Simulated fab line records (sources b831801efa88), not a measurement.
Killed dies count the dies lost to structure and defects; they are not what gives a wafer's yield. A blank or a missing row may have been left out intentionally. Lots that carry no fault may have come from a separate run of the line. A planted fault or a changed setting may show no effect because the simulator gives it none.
fab line records -- flow sky130
record: lots: 13, wafers: 39, last-day: 50
route steps=708 shown NWELL@63 VT_ADJUST_HVTR@139 LDD_P@259 POLY_CUT@316 PAD_OPEN@708
lots untouched by any fault: they come from a run of this same line in which no faults occurred
start-h: start of the lot's first displayed wafer, in hours after the record's first day -- wait-h: how many hours have passed since the lot's step before this one -- " unchanged from the row above -- L1.1+2: several wafers, shown together as one row -- - no value present, or no start provided -- * or withheld: withheld -- < > ~ a bound
route shown NAME@n: a module of which the file shows steps, and the number in the route of the first -- usual: mean and standard deviation over wafers with no fault -- same: alike in all rows -- chamber/n: place in a boat -- sites: per-site readings -- _std_site: their standard deviation -- _edge_site: inner sites' mean taken away from outer sites' mean -- radius-mm: for every site, how far away it sits from the centre of the wafer -- mask NAME#n: copy n -- behind: the tool/chamber that last shaped the wafer -- hold: why the lot was held/for how many hours/how that ended -- device: names the non-switching transistor (n, p or np) -- end of line: the same wafers' tests at the end of the route -- where a step has no rows: the recipe by itself -- killed: dies that structure and defects cost at the first sort, which is not the same as the wafer's yield -- map: a wafer's dies, x killed, . not, _ none there
set.NAME: the run value of the setting; set.NAME@STEP: its run value at that earlier step -- model.NAME: the simulator's own value behind a step, which no gauge read
steps of the route over a sample of lots; a table a step, a row a wafer
services: when a tool's chamber went out of use (start-h, in hours from the record's first day, below 0 if earlier), for how many hours, and the reason
== steps ==
step: SKY_NWELL_OVL_MEAS_10
usual: NWELL_00_OVL: 0.2/1.4
lot.wafer,tool,chamber,start-h,wait-h,NWELL_00_OVL[nm]
L291.3,overlay-01,-,84.30,-,0.8
L291.4,overlay-01,-,84.30,-,0.8
L291.5,overlay-01,-,84.30,-,1.2
L292.3,overlay-02,-,88.31,-,1.7
L292.4,overlay-02,-,88.31,-,2.3
L292.6,overlay-02,-,88.31,-,2.1
L293.1,overlay-01,-,94.14,-,2.6
L293.3,overlay-01,-,94.14,-,2.4
L293.6,overlay-01,-,94.14,-,2.2
L294.1,overlay-01,-,108.19,-,0.3
L294.3,overlay-01,-,108.19,-,-0.4
L294.5,overlay-01,-,108.19,-,-0.4
L295.1,overlay-01,-,118.24,-,0.9
L295.5,overlay-01,-,118.24,-,-0.9
L295.6,overlay-01,-,118.24,-,-1.2
L296.1,overlay-02,-,120.89,-,-0.8
L296.5,overlay-02,-,120.89,-,-1.9
L296.6,overlay-02,-,120.89,-,-0.7
L297.1,overlay-02,-,122.49,-,0.5
L297.3,overlay-02,-,122.49,-,-0.8
L297.6,overlay-02,-,122.49,-,-0.2
L300.1,overlay-01,-,144.61,-,2.0
L300.3,overlay-01,-,144.61,-,0.6
L300.6,overlay-01,-,144.61,-,-1.7
L301.2,overlay-02,-,145.61,-,-0.8
L301.4,overlay-02,-,145.61,-,-1.7
L301.5,overlay-02,-,145.61,-,-1.8
L302.4,overlay-02,-,147.32,-,0.8
L302.5,overlay-02,-,147.32,-,-0.1
L302.6,overlay-02,-,147.32,-,1.3
L303.3,overlay-02,-,157.75,-,0.5
L303.4,overlay-02,-,157.75,-,-0.4
L303.6,overlay-02,-,157.75,-,0.9
L304.1,overlay-01,-,161.74,-,0.9
L304.4,overlay-01,-,161.74,-,-0.7
L304.6,overlay-01,-,161.74,-,0.2
L311.2,overlay-01,-,207.76,-,2.4
L311.4,overlay-01,-,207.76,-,-0.2
L311.5,overlay-01,-,207.76,-,-0.9
step: SKY_VT_ADJUST_HVTR_OVL_MEAS_08
usual: VT_ADJUST_HVTR_OVL: -0.2/1.3
lot.wafer,tool,chamber,start-h,wait-h,VT_ADJUST_HVTR_OVL[nm]
L291.3,overlay-02,-,205.34,0.1,-1.9
L291.4,overlay-02,-,205.34,0.1,-2.3
L291.5,overlay-02,-,205.34,0.1,-1.2
L292.3,overlay-02,-,209.94,0.1,0.2
L292.4,overlay-02,-,209.94,0.1,0.2
L292.6,overlay-02,-,209.94,0.1,-0.2
L293.1,overlay-02,-,217.38,0.1,1.3
L293.3,overlay-02,-,217.38,0.1,1.2
L293.6,overlay-02,-,217.38,0.1,1.0
L294.1,overlay-02,-,235.23,0.1,-1.3
L294.3,overlay-02,-,235.23,0.1,-1.9
L294.5,overlay-02,-,235.23,0.1,-1.4
L295.1,overlay-02,-,246.51,0.1,0.2
L295.5,overlay-02,-,246.51,0.1,-0.6
L295.6,overlay-02,-,246.51,0.1,0.0
L296.1,overlay-02,-,251.16,0.1,2.0
L296.5,overlay-02,-,251.16,0.1,2.3
L296.6,overlay-02,-,251.16,0.1,2.6
L297.1,overlay-01,-,253.68,0.1,-0.2
L297.3,overlay-01,-,253.68,0.1,-1.6
L297.6,overlay-01,-,253.68,0.1,-1.8
L300.1,overlay-01,-,279.97,0.1,1.7
L300.3,overlay-01,-,279.97,0.1,-0.8
L300.6,overlay-01,-,279.97,0.1,-1.6
L301.2,overlay-02,-,281.93,0.1,-0.1
L301.4,overlay-02,-,281.93,0.1,-0.1
L301.5,overlay-02,-,281.93,0.1,2.3
L302.4,overlay-02,-,284.13,0.1,-1.8
L302.5,overlay-02,-,284.13,0.1,-0.5
L302.6,overlay-02,-,284.13,0.1,-0.6
L303.3,overlay-02,-,297.47,0.1,1.8
L303.4,overlay-02,-,297.47,0.1,1.8
L303.6,overlay-02,-,297.47,0.1,-0.5
L304.1,overlay-01,-,302.11,0.1,-0.6
L304.4,overlay-01,-,302.11,0.1,0.7
L304.6,overlay-01,-,302.11,0.1,-1.4
L311.2,overlay-02,-,357.97,0.1,-2.9
L311.4,overlay-02,-,357.97,0.1,-0.3
L311.5,overlay-02,-,357.97,0.1,-2.3
step: SKY_LDD_P_EXPOSE_04
recipe: mask-id: PSDM, na: 0.6, source-shape: conventional, sigma-outer: 0.6, polarization: unpolarized, target-cd-nm: 380, dose-mj: 135.1
usual: exposure-dose-mJ-cm2: 137.92/0.12, reticle-temp-C: 23.00/0.11
lot.wafer,tool,chamber,start-h,wait-h,mask,exposure-dose-mJ-cm2,reticle-temp-C
L291.3,iline-stepper-02,0,418.96,-,PSDM#0,137.83,22.90
L291.4,iline-stepper-02,0,418.96,-,PSDM#0,138.03,23.12
L291.5,iline-stepper-02,0,418.96,-,PSDM#0,138.10,23.00
L292.3,iline-stepper-01,0,424.26,-,PSDM#0,137.82,22.99
L292.4,iline-stepper-01,0,424.26,-,PSDM#0,137.91,22.92
L292.6,iline-stepper-01,0,424.26,-,PSDM#0,138.08,22.98
L293.1,iline-stepper-01,0,433.65,-,PSDM#0,138.11,22.97
L293.3,iline-stepper-01,0,433.65,-,PSDM#0,138.06,22.93
L293.6,iline-stepper-01,0,433.65,-,PSDM#0,137.86,23.15
L294.1,iline-stepper-01,0,455.93,-,PSDM#0,137.79,22.98
L294.3,iline-stepper-01,0,455.93,-,PSDM#0,137.79,23.05
L294.5,iline-stepper-01,0,455.93,-,PSDM#0,137.92,23.16
L295.1,iline-stepper-02,0,471.57,-,PSDM#0,137.96,22.95
L295.5,iline-stepper-02,0,471.57,-,PSDM#0,137.96,22.79
L295.6,iline-stepper-02,0,471.57,-,PSDM#0,138.08,23.13
L296.1,iline-stepper-02,0,477.04,-,PSDM#0,137.85,23.07
L296.5,iline-stepper-02,0,477.04,-,PSDM#0,138.04,23.11
L296.6,iline-stepper-02,0,477.04,-,PSDM#0,137.93,23.01
L297.1,iline-stepper-01,0,482.13,-,PSDM#0,137.84,23.10
L297.3,iline-stepper-01,0,482.13,-,PSDM#0,137.83,23.06
L297.6,iline-stepper-01,0,482.13,-,PSDM#0,137.97,23.15
L300.1,iline-stepper-01,0,517.14,-,PSDM#0,137.86,22.78
L300.3,iline-stepper-01,0,517.14,-,PSDM#0,138.06,22.94
L300.6,iline-stepper-01,0,517.14,-,PSDM#0,138.04,22.79
L301.2,iline-stepper-01,0,518.11,-,PSDM#0,138.03,23.02
L301.4,iline-stepper-01,0,518.11,-,PSDM#0,138.08,22.97
L301.5,iline-stepper-01,0,518.11,-,PSDM#0,138.12,22.81
L302.4,iline-stepper-01,0,525.61,-,PSDM#0,138.08,23.05
L302.5,iline-stepper-01,0,525.61,-,PSDM#0,137.95,23.03
L302.6,iline-stepper-01,0,525.61,-,PSDM#0,137.88,23.23
L303.3,iline-stepper-02,0,533.48,-,PSDM#0,137.78,23.17
L303.4,iline-stepper-02,0,533.48,-,PSDM#0,137.97,23.11
L303.6,iline-stepper-02,0,533.48,-,PSDM#0,137.91,23.23
L304.1,iline-stepper-01,0,535.87,-,PSDM#0,137.92,23.06
L304.4,iline-stepper-01,0,535.87,-,PSDM#0,137.85,23.15
L304.6,iline-stepper-01,0,535.87,-,PSDM#0,138.05,22.90
L311.2,iline-stepper-02,0,599.64,-,PSDM#0,139.51,23.00
L311.4,iline-stepper-02,0,599.64,-,PSDM#0,139.37,23.02
L311.5,iline-stepper-02,0,599.64,-,PSDM#0,139.69,23.15
step: SKY_LDD_P_CD_MEAS_07
recipe: target-cd-nm: 380
usual: cd-nm: 379.5/2.6
lot.wafer,tool,chamber,start-h,wait-h,cd-nm
L291.3,cd-sem-02,-,433.98,0.1,377.2
L291.4,cd-sem-02,-,433.98,0.1,378.0
L291.5,cd-sem-02,-,433.98,0.1,377.0
L292.3,cd-sem-01,-,439.20,0.1,377.2
L292.4,cd-sem-01,-,439.20,0.1,377.3
L292.6,cd-sem-01,-,439.20,0.1,381.0
L293.1,cd-sem-01,-,448.29,0.1,380.8
L293.3,cd-sem-01,-,448.29,0.1,384.0
L293.6,cd-sem-01,-,448.29,0.1,383.9
L294.1,cd-sem-02,-,471.47,0.2,377.6
L294.3,cd-sem-02,-,471.47,0.2,379.0
L294.5,cd-sem-02,-,471.47,0.2,380.6
L295.1,cd-sem-01,-,486.11,0.1,379.2
L295.5,cd-sem-01,-,486.11,0.1,380.6
L295.6,cd-sem-01,-,486.11,0.1,379.7
L296.1,cd-sem-02,-,491.69,0.1,380.9
L296.5,cd-sem-02,-,491.69,0.1,384.7
L296.6,cd-sem-02,-,491.69,0.1,382.3
L297.1,cd-sem-01,-,497.75,0.1,380.4
L297.3,cd-sem-01,-,497.75,0.1,381.4
L297.6,cd-sem-01,-,497.75,0.1,379.6
L300.1,cd-sem-01,-,533.06,0.1,377.9
L300.3,cd-sem-01,-,533.06,0.1,375.9
L300.6,cd-sem-01,-,533.06,0.1,376.3
L301.2,cd-sem-01,-,534.08,0.1,382.6
L301.4,cd-sem-01,-,534.08,0.1,382.4
L301.5,cd-sem-01,-,534.08,0.1,382.9
L302.4,cd-sem-02,-,540.62,0.1,384.2
L302.5,cd-sem-02,-,540.62,0.1,382.6
L302.6,cd-sem-02,-,540.62,0.1,381.8
L303.3,cd-sem-01,-,548.13,0.1,378.8
L303.4,cd-sem-01,-,548.13,0.1,376.7
L303.6,cd-sem-01,-,548.13,0.1,377.3
L304.1,cd-sem-02,-,551.16,0.1,380.1
L304.4,cd-sem-02,-,551.16,0.1,377.4
L304.6,cd-sem-02,-,551.16,0.1,379.2
L311.2,cd-sem-02,-,613.98,0.1,347.4
L311.4,cd-sem-02,-,613.98,0.1,368.6
L311.5,cd-sem-02,-,613.98,0.1,352.4
step: SKY_POLY_CUT_OVL_MEAS_09
usual: POLY_CUT_OVL: -1/5.7
lot.wafer,tool,chamber,start-h,wait-h,POLY_CUT_OVL[nm]
L291.3,overlay-01,-,560.24,0.1,-1
L291.4,overlay-01,-,560.24,0.1,3
L291.5,overlay-01,-,560.24,0.1,-1
L292.3,overlay-01,-,563.54,0.1,-3
L292.4,overlay-01,-,563.54,0.1,2
L292.6,overlay-01,-,563.54,0.1,4
L293.1,overlay-02,-,574.46,0.1,-4
L293.3,overlay-02,-,574.46,0.1,3
L293.6,overlay-02,-,574.46,0.1,-2
L294.1,overlay-02,-,596.03,0.1,-12
L294.3,overlay-02,-,596.03,0.1,-10
L294.5,overlay-02,-,596.03,0.1,-11
L295.1,overlay-01,-,610.88,0.1,-4
L295.5,overlay-01,-,610.88,0.1,7
L295.6,overlay-01,-,610.88,0.1,0
L296.1,overlay-02,-,616.33,0.1,1
L296.5,overlay-02,-,616.33,0.1,1
L296.6,overlay-02,-,616.33,0.1,7
L297.1,overlay-02,-,622.26,0.1,-7
L297.3,overlay-02,-,622.26,0.1,-5
L297.6,overlay-02,-,622.26,0.1,-1
L300.1,overlay-02,-,650.48,0.1,0
L300.3,overlay-02,-,650.48,0.1,5
L300.6,overlay-02,-,650.48,0.1,0
L301.2,overlay-02,-,652.97,0.1,-4
L301.4,overlay-02,-,652.97,0.1,0
L301.5,overlay-02,-,652.97,0.1,1
L302.4,overlay-01,-,673.69,0.1,-1
L302.5,overlay-01,-,673.69,0.1,-8
L302.6,overlay-01,-,673.69,0.1,-7
L304.1,overlay-02,-,673.73,0.1,-1
L304.4,overlay-02,-,673.73,0.1,5
L304.6,overlay-02,-,673.73,0.1,-3
L303.3,overlay-01,-,674.03,0.1,0
L303.4,overlay-01,-,674.03,0.1,2
L303.6,overlay-01,-,674.03,0.1,11
L311.2,overlay-02,-,729.17,0.1,6
L311.4,overlay-02,-,729.17,0.1,2
L311.5,overlay-02,-,729.17,0.1,0
step: SKY_PAD_OPEN_PROBE_99
usual: killed_at_M0_to_M3: 44/7.5, killed_at_M4_up: 3.3/1.8, killed-at-contacts: 25/5.9, killed-at-front-end: 16/4.7, killed-at-other: 0.3/0.52, killed-dies: 89/9.9, killed-open: 49/7.8, killed-short: 40/5.8
same: gross-dies: 492, killed-at-back-side: 0
lot.wafer,tool,chamber,start-h,wait-h,killed_at_M0_to_M3,killed_at_M4_up,killed-at-contacts,killed-at-front-end,killed-at-other,killed-dies,killed-open,killed-short
L311.2,prober-01,-,1188.55,0.1,51,0,23,6,1,81,41,38
killed by level:class
L311.2 CONTACT:geometric-particle:open=13 VIA1:geometric-particle:open=11 VIA3:geometric-particle:open=7 VIA2:geometric-particle:short=7 METAL2:geometric-particle:short=5 VIA2:geometric-particle:open=5 VIA3:geometric-particle:short=5 CONTACT:geometric-particle:short=4
== services ==
tool,chamber,start-h,hours,kind
iline-stepper-01,-,404.45,4.4,pm
iline-stepper-01,-,451.85,1.7,pm
iline-stepper-01,-,463.93,1.5,repair
iline-stepper-02,0,478.18,-,calibration
iline-stepper-01,0,490.22,-,calibration
iline-stepper-02,-,536.11,1.7,pm
== key ==
first-sign: step: SKY_LDD_P_EXPOSE_04, reading: exposure-dose-mJ-cm2, direction: up, sigmas: 13, usual: *, struck: *
effect: step: SKY_LDD_P_CD_MEAS_07, reading: cd-nm, direction: down, sigmas: 9.1, usual: 379.5, struck: 356.1, through: control-loop
met-at SKY_LDD_P_EXPOSE_04
struck-lots L311
tester-left-out L311
loop-trim: step: SKY_LDD_P_EXPOSE_04, setting: dose, lots: L311
not-acting-at SKY_NWELL_OVL_MEAS_10,SKY_VT_ADJUST_HVTR_OVL_MEAS_08,SKY_POLY_CUT_OVL_MEAS_09
onset-between 533.48 599.64
fault: kind: process-parameter-drift, tool: iline-stepper-02, chamber: -, onset-h: 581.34, steps: SKY_LDD_P_EXPOSE_04, channel: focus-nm, offset: 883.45, spread-by-wafer: 0.3, shape: step, end-h: 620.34
tester-left-out: of these lots the tester's yield and bins aren't shown, on N5 and GAA mostly nor the transistor test; their killed dies are dies lost to structure and defects alone, not to doping, threshold or leakage, so they don't give the yield
loop-trim: a control loop set the setting to another value than it would have without faults
